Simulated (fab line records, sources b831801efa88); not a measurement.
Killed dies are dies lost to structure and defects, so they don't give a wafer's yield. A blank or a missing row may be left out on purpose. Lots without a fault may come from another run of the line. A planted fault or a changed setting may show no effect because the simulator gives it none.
fab line records | flow sky130
record lots=11 wafers=33 last_day=50
route steps=708 shown CONTACT@422 METAL1@435 VIA1@471 PAD_OPEN@708
lots that met no fault: from a run of the same line without faults
start_h: hours from the record's first day to the start of the lot's first wafer shown | wait_h: hours since the lot's step before | " the same as in the row above | L1.1+2: a row that stands for several wafers | - no value, or no start given | * or withheld: withheld | < > ~ a bound
route shown NAME@n: a module of which the file shows steps, and the number in the route of the first | usual: mean/standard deviation of fault-free wafers | same: alike in all rows | chamber/n: place in a boat | sites: the reading at each site | _std_site: their standard deviation | _edge_site: outer sites' mean less inner sites' | radius_mm: how far each site lies from the wafer's centre | mask NAME#n: copy n | behind: the tool/chamber that last shaped the wafer | hold: why the lot was held/for how many hours/how that ended | device: the transistor (n, p or np) that didn't switch | end of line: the same wafers' tests at the end of the route | a step without rows: its recipe alone | killed: dies lost to structure and defects at the first sort, not the wafer's yield | map: a wafer's dies, x killed, . not, _ none there
set.NAME: the setting as run; set.NAME@STEP: as run at that earlier step | model.NAME: the simulator's own value behind a step, which no gauge read
steps of the route over a sample of lots; a table a step, a row a wafer
services: from which hour (start_h, from the record's first day; less than 0 if before it) a tool's chamber was out of use, for how many hours, and why
## steps
# step SKY_CONTACT_ETCH_16
# recipe chemistry=N2/H2 target=BARC ion_energy_ev=200 source_w=500 bias_w=100 pressure_mtorr=30 n2_flow_sccm=100 h2_flow_sccm=200 stop_on=SiO2 time_s=45.9 target_depth_a=600
# usual drypump_motor_current_A=5.6/0.47 h2_flow_sccm=200.1/0.55 oes_product_au=0.859/0.0051 rf_fwd_power_W=494.3/2.2 run_length_s=73.9/0.48 throttle_valve_pct=13.226/0.0093
# columns lot.wafer tool chamber start_h wait_h drypump_motor_current_A h2_flow_sccm oes_product_au rf_fwd_power_W rf_hours_counter_h run_length_s throttle_valve_pct
L630.2 rie_diel-04 3 760.66 0.0 5.9 199.3 0.863 495.2 43 74.2 13.226
L630.3 " 1 " " 6.3 200.0 0.855 495.7 6 73.1 13.239
L630.4 " 2 " " 5.7 200.1 0.851 493.6 2 73.8 13.230
L632.2 rie_diel-03 1 771.02 0.0 5.0 201.9 0.862 495.7 9 73.5 13.224
L632.3 " 0 " " 5.0 199.7 0.870 494.5 16 75.1 13.210
L632.6 " 1 " " 5.0 201.7 0.860 496.2 - 73.4 13.227
L634.3 rie_diel-03 2 798.97 0.0 5.8 199.2 0.858 495.9 22 74.2 13.235
L634.4 " 3 " " 5.6 199.1 0.864 494.7 3 74.3 13.213
L634.5 " 2 " " 5.8 199.5 0.861 498.1 - 73.8 13.244
L635.2 rie_diel-03 3 803.89 0.0 5.5 200.0 0.868 494.0 3 74.0 13.230
L635.4 " 0 " " 4.9 200.4 0.862 489.4 16 75.3 13.211
L635.5 " 1 " " 5.0 200.3 0.866 495.1 - 73.5 13.216
L636.2 rie_diel-02 0 805.16 0.0 5.0 200.4 0.850 494.2 1 74.1 13.228
L636.3 " 3 " " 6.4 201.1 0.865 496.2 25 73.7 13.220
L636.6 " 0 " " 5.1 200.0 0.860 493.5 - 73.4 13.232
L639.3 rie_diel-03 0 829.47 0.0 5.0 199.1 0.855 492.1 18 75.0 13.218
L639.5 " 0 " " 5.0 199.5 0.859 494.2 - 74.9 13.222
L639.6 " 3 " " 5.6 200.1 0.854 495.3 - 73.6 13.209
L646.1 rie_diel-03 2 883.22 0.0 5.9 199.2 0.856 494.7 25 73.8 13.228
L646.3 " 3 " " 5.6 200.3 0.860 493.7 6 74.0 13.217
L646.5 " 0 " " 4.9 199.6 0.865 492.8 - 74.7 13.248
L647.3 rie_diel-02 0 888.07 0.0 5.0 199.6 0.861 493.1 5 73.6 13.212
L647.4 " 3 " " 6.4 200.0 0.864 493.4 0 73.8 13.231
L647.6 " 1 " " 5.6 200.6 0.860 492.5 - 74.1 13.217
L648.1 rie_diel-04 0 896.01 0.0 5.7 200.8 0.858 494.7 13 74.0 13.218
L648.2 " 2 " " 5.7 199.7 0.859 496.3 7 74.3 13.231
L648.6 " 3 " " 5.9 200.3 0.859 493.8 - 74.2 13.228
L649.2 rie_diel-02 3 903.87 0.0 6.5 200.3 0.856 494.1 1 73.5 13.218
L649.4 " 2 " " 5.1 200.0 0.852 491.2 10 73.3 13.221
L649.6 " 1 " " 5.6 199.7 0.851 495.1 - 74.2 13.226
L651.1 rie_diel-02 1 917.52 0.0 5.6 200.6 0.851 494.1 15 74.2 13.233
L651.2 " 3 " " 6.4 200.3 0.858 496.7 1 73.6 13.211
L651.6 " 2 " " 5.1 200.2 0.864 489.4 - 73.6 13.231
# step SKY_METAL1_SPUTTER_01
# recipe material=TiN target_thk_nm=20 power_w=6500 time_s=16.7 chamber_pressure_pa=0.4
# usual throttle_valve_pct=30.0/1.1
# columns lot.wafer tool chamber start_h wait_h throttle_valve_pct
L630.2 pvd_sputter-01 - 762.06 0.0 29.2
L630.3 " - " " 31.6
L630.4 " - " " 28.4
L632.2 pvd_sputter-04 - 772.46 0.0 30.3
L632.3 " - " " 29.7
L632.6 " - " " 29.6
L634.3 pvd_sputter-04 - 801.00 0.0 29.9
L634.4 " - " " 30.3
L634.5 " - " " 31.9
L635.2 pvd_sputter-02 - 805.29 0.0 29.4
L635.4 " - " " 29.7
L635.5 " - " " 29.1
L636.2 pvd_sputter-01 - 806.95 0.0 29.3
L636.3 " - " " 31.7
L636.6 " - " " 28.4
L639.3 pvd_sputter-04 - 830.87 0.0 32.2
L639.5 " - " " 29.2
L639.6 " - " " 31.8
L646.1 pvd_sputter-04 - 884.66 0.0 29.2
L646.3 " - " " 29.9
L646.5 " - " " 29.4
L647.3 pvd_sputter-01 - 889.47 0.0 28.1
L647.4 " - " " 29.3
L647.6 " - " " 31.4
L648.1 pvd_sputter-04 - 897.42 0.0 30.0
L648.2 " - " " 31.9
L648.6 " - " " 29.7
L649.2 pvd_sputter-01 - 905.27 0.0 31.4
L649.4 " - " " 27.7
L649.6 " - " " 31.6
L651.1 pvd_sputter-01 - 918.93 0.0 29.5
L651.2 " - " " 31.6
L651.6 " - " " 28.2
# step SKY_METAL1_METAL_ETCH_19
# recipe target_depth_a=3600 stop_on=SiO2 over_etch_frac=0.3 time_s=78 chemistry=Cl2/BCl3 resist_sidewall_deg=88 pressure_mtorr=10 icp_w=900 bias_w=48.5 Cl2_flow_sccm=60 bcl3_flow_sccm=30
# usual drypump_motor_current_A=5.88/0.28 oes_product_au=0.856/0.0063 rf_fwd_power_W=894.5/2.7 run_length_s=106.1/0.42 throttle_valve_pct=22.264/0.01
# columns lot.wafer tool chamber start_h wait_h drypump_motor_current_A oes_product_au rf_fwd_power_W rf_hours_counter_h run_length_s throttle_valve_pct
L630.2 rie_metal-03 1 789.71 0.0 6.09 0.862 896.3 12 106.6 22.259
L630.3 " 1 " " 6.11 0.866 895.3 - 105.8 22.247
L630.4 " 0 " " 5.69 0.863 896.2 - 105.2 22.257
L632.2 rie_metal-04 0 799.85 0.0 6.10 0.851 896.7 4 106.4 22.255
L632.3 " 1 " " 5.57 0.854 896.7 - 106.8 22.269
L632.6 " 1 " " 5.57 0.853 893.9 - 106.5 22.272
L634.3 rie_metal-03 0 827.44 0.1 5.67 0.857 889.8 - 105.8 22.259
L634.4 " 1 " " 6.13 0.865 893.3 - 106.3 22.262
L634.5 " 0 " " 5.66 0.857 893.3 - 105.2 22.249
L635.2 rie_metal-03 0 831.96 0.0 5.67 0.864 888.8 3 105.6 22.260
L635.4 " 1 " " 6.10 0.860 893.7 - 106.3 22.253
L635.5 " 0 " " 5.66 0.859 890.6 - 105.3 22.289
L636.2 rie_metal-03 0 833.56 0.0 5.68 0.856 896.0 3 105.2 22.258
L636.3 " 0 " " 5.68 0.855 897.6 - 105.2 22.277
L636.6 " 1 " " 6.16 0.856 898.1 - 105.8 22.257
L639.3 rie_metal-03 1 857.97 0.1 6.12 0.857 895.9 - 105.8 22.265
L639.5 " 1 " " 6.11 0.849 892.5 - 105.8 22.275
L639.6 " 1 " " 6.13 0.843 895.1 - 106.0 22.259
L646.1 rie_metal-03 0 910.47 0.0 5.68 0.815 895.4 5 110.4 22.269
L646.3 " 0 " " 5.67 0.833 899.5 - 110.1 22.271
L646.5 " 0 " " 5.68 0.829 896.3 - 109.9 22.276
L647.3 rie_metal-03 1 915.34 0.1 6.15 0.864 893.2 - 105.9 22.265
L647.4 " 0 " " 5.67 0.826 890.6 - 110.5 22.271
L647.6 " 0 " " 5.67 0.829 892.0 - 109.8 22.256
L648.1 rie_metal-02 0 923.20 0.0 5.42 0.851 895.0 9 106.6 22.267
L648.2 " 1 " " 6.15 0.869 896.8 6 106.2 22.255
L648.6 " 0 " " 5.40 0.867 893.2 - 106.2 22.254
L649.2 rie_metal-02 0 930.92 0.0 5.43 0.860 894.7 10 105.9 22.261
L649.4 " 0 " " 5.43 0.865 893.8 - 106.0 22.283
L649.6 " 0 " " 5.43 0.847 896.6 - 106.4 22.248
L651.1 rie_metal-02 0 944.25 0.0 5.42 0.866 897.2 10 106.4 22.255
L651.2 " 1 " " 6.18 0.864 892.7 7 106.2 22.247
L651.6 " 0 " " 5.41 0.862 895.1 - 106.4 22.272
# step SKY_VIA1_OVL_MEAS_13
# usual VIA1_OVL=-1/5.1
# columns lot.wafer tool chamber start_h wait_h VIA1_OVL[nm]
L630.2 overlay-02 - 817.59 0.1 -5
L630.3 " - " " -1
L630.4 " - " " -2
L632.2 overlay-02 - 827.99 0.1 -5
L632.3 " - " " -3
L632.6 " - " " -1
L634.3 overlay-02 - 854.90 0.1 0
L634.4 " - " " 2
L634.5 " - " " -5
L635.2 overlay-01 - 859.31 0.1 -4
L635.4 " - " " -8
L635.5 " - " " -14
L636.2 overlay-02 - 861.44 0.1 6
L636.3 " - " " 5
L636.6 " - " " 10
L639.3 overlay-01 - 885.45 0.1 2
L639.5 " - " " -4
L639.6 " - " " -3
L646.1 overlay-02 - 936.94 0.1 -6
L646.3 " - " " -1
L646.5 " - " " -2
L647.3 overlay-01 - 941.75 0.1 -4
L647.4 " - " " -6
L647.6 " - " " -10
L648.1 overlay-02 - 948.93 0.1 -4
L648.2 " - " " -4
L648.6 " - " " -5
L649.2 overlay-01 - 957.60 0.1 1
L649.4 " - " " 3
L649.6 " - " " 1
L651.1 overlay-02 - 969.79 0.1 8
L651.2 " - " " 5
L651.6 " - " " 7
# step SKY_PAD_OPEN_PROBE_99
# usual defect_limited_yield=82.6/1.9 killed_at_M0_to_M3=43/5.9 killed_at_M4_up=2.9/1.5 killed_at_contacts=24/5 killed_at_front_end=15/4.8 killed_at_other=0.2/0.5 killed_dies=86/9.3 killed_open=47/7.1 killed_short=38/6.3 sort_bin_3_pad_short=0.8/0.42 sort_bin_5_function=10.2/1.4 sort_bin_6_memory=6.4/1.1 sort_n_pass=406/9.3 sort_yield_pct=82.6/1.9
# same gross_dies=492 killed_at_back_side=0 sort_bin_4_leakage[%]=0 sort_bin_8_speed[%]=0
# columns lot.wafer tool chamber start_h wait_h defect_limited_yield[%] killed_at_M0_to_M3 killed_at_M4_up killed_at_contacts killed_at_front_end killed_at_other killed_dies killed_open killed_short sort_bin_3_pad_short[%] sort_bin_5_function[%] sort_bin_6_memory[%] sort_n_pass sort_yield_pct[%]
L636.2 prober-01 - 1132.17 0.1 77.2 56 6 27 23 0 112 56 56 1.6 13.0 8.1 380 77.2
L636.3 prober-01 - 1132.22 0.2 82.1 43 3 27 15 0 88 45 43 0.6 8.7 8.5 404 82.1
L636.6 prober-01 - 1132.37 0.2 83.5 41 3 21 15 1 81 39 42 1.2 10.6 4.7 411 83.5
L639.3 prober-02 - 1152.77 0.2 85.4 43 2 14 13 0 72 35 37 0.4 8.3 5.9 420 85.4
L639.5 prober-02 - 1152.87 0.2 81.9 43 3 24 19 0 89 56 33 0.6 11.6 5.9 403 81.9
L639.6 prober-02 - 1152.92 0.2 82.3 50 5 11 21 0 87 47 40 1.2 10.4 6.1 405 82.3
# killed by level:class
L636.2 VIA1:geometric_particle:open=10 METAL1:geometric_particle:short=8 METAL2:geometric_particle:short=8 VIA2:geometric_particle:open=8 POLY_GATE:geometric_particle:open=7 LI_CONTACT:geometric_particle:open=7 VIA1:geometric_particle:short=7 CONTACT:geometric_particle:open=6
L636.3 VIA1:geometric_particle:open=12 LI_CONTACT:geometric_particle:open=11 CONTACT:geometric_particle:open=8 METAL2:geometric_particle:short=8 VIA1:geometric_particle:short=5 VIA3:geometric_particle:open=5 FIELD_ISO:geometric_particle:open=4 FIELD_ISO:geometric_particle:short=4
L636.6 VIA1:geometric_particle:open=16 FIELD_ISO:geometric_particle:short=7 CONTACT:geometric_particle:open=7 METAL1:geometric_particle:short=5 LI_CONTACT:geometric_particle:short=4 LI_CONTACT:geometric_particle:open=4 LOCAL_INTERCONNECT:geometric_particle:short=4 VIA2:geometric_particle:short=4
L639.3 VIA1:geometric_particle:open=10 LI_CONTACT:geometric_particle:open=6 VIA2:geometric_particle:open=6 METAL2:geometric_particle:short=6 VIA2:geometric_particle:short=5 METAL1:geometric_particle:short=5 VIA1:geometric_particle:short=5 FIELD_ISO:geometric_particle:short=3
L639.5 VIA1:geometric_particle:open=15 LI_CONTACT:geometric_particle:open=8 CONTACT:geometric_particle:open=8 VIA1:geometric_particle:short=6 VIA3:geometric_particle:open=6 LOCAL_INTERCONNECT:geometric_particle:open=4 FIELD_ISO:geometric_particle:open=4 POLY_GATE:geometric_particle:open=4
L639.6 VIA1:geometric_particle:open=14 METAL1:geometric_particle:short=8 VIA2:geometric_particle:open=7 FIELD_ISO:geometric_particle:open=5 POLY_GATE:geometric_particle:short=5 METAL2:geometric_particle:short=5 VIA2:geometric_particle:short=5 POLY_GATE:geometric_particle:open=4
## services
# columns tool chamber start_h hours kind
rie_diel-02 0 747.48 1.2 repair
rie_diel-02 0 748.67 - clean
rie_diel-02 0 748.67 20.4 scheduled_down
rie_diel-02 0 748.67 20.4 vent_cycle
rie_metal-03 - 749.07 0.5 repair
rie_diel-04 0 769.87 8.3 repair
rie_diel-02 1 793.00 8.3 repair
rie_diel-03 2 794.21 2.4 repair
rie_metal-03 0 836.06 42.8 repair
rie_diel-02 2 843.41 25.8 repair
rie_diel-02 3 848.97 8.6 repair
pvd_sputter-04 - 850.48 5.6 repair
rie_diel-02 3 869.19 - clean
rie_diel-02 3 869.19 17.7 scheduled_down
rie_diel-02 3 869.19 17.7 vent_cycle
pvd_sputter-01 - 871.98 6.8 repair
pvd_sputter-02 - 900.91 10.6 repair
rie_metal-03 - 907.84 0.2 repair
rie_metal-03 1 917.17 - clean
rie_metal-03 1 917.17 21.5 scheduled_down
rie_metal-03 1 917.17 21.5 vent_cycle
rie_metal-04 - 919.00 0.5 repair
rie_metal-04 0 920.10 4.3 repair
rie_diel-02 1 926.81 1.6 repair
## key
first_sign step=SKY_METAL1_METAL_ETCH_19 reading=run_length_s direction=up sigmas=9.5 usual=* struck=*
effect step=SKY_METAL1_METAL_ETCH_19 reading=oes_product_au direction=down sigmas=4.7 usual=0.856 struck=0.826
met_at SKY_METAL1_METAL_ETCH_19
struck_lots L646,L647
struck_wafers L646.1,L646.3,L646.5,L647.4,L647.6
not_acting_at SKY_CONTACT_ETCH_16,SKY_METAL1_SPUTTER_01,SKY_VIA1_OVL_MEAS_13
onset_between 833.56 910.47
fault kind=process_parameter_drift tool=rie_metal-03 chamber=0 onset_h=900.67 steps=SKY_METAL1_METAL_ETCH_19 channel=time_s offset=* shape=step end_h=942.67 acts_in=* stated=*
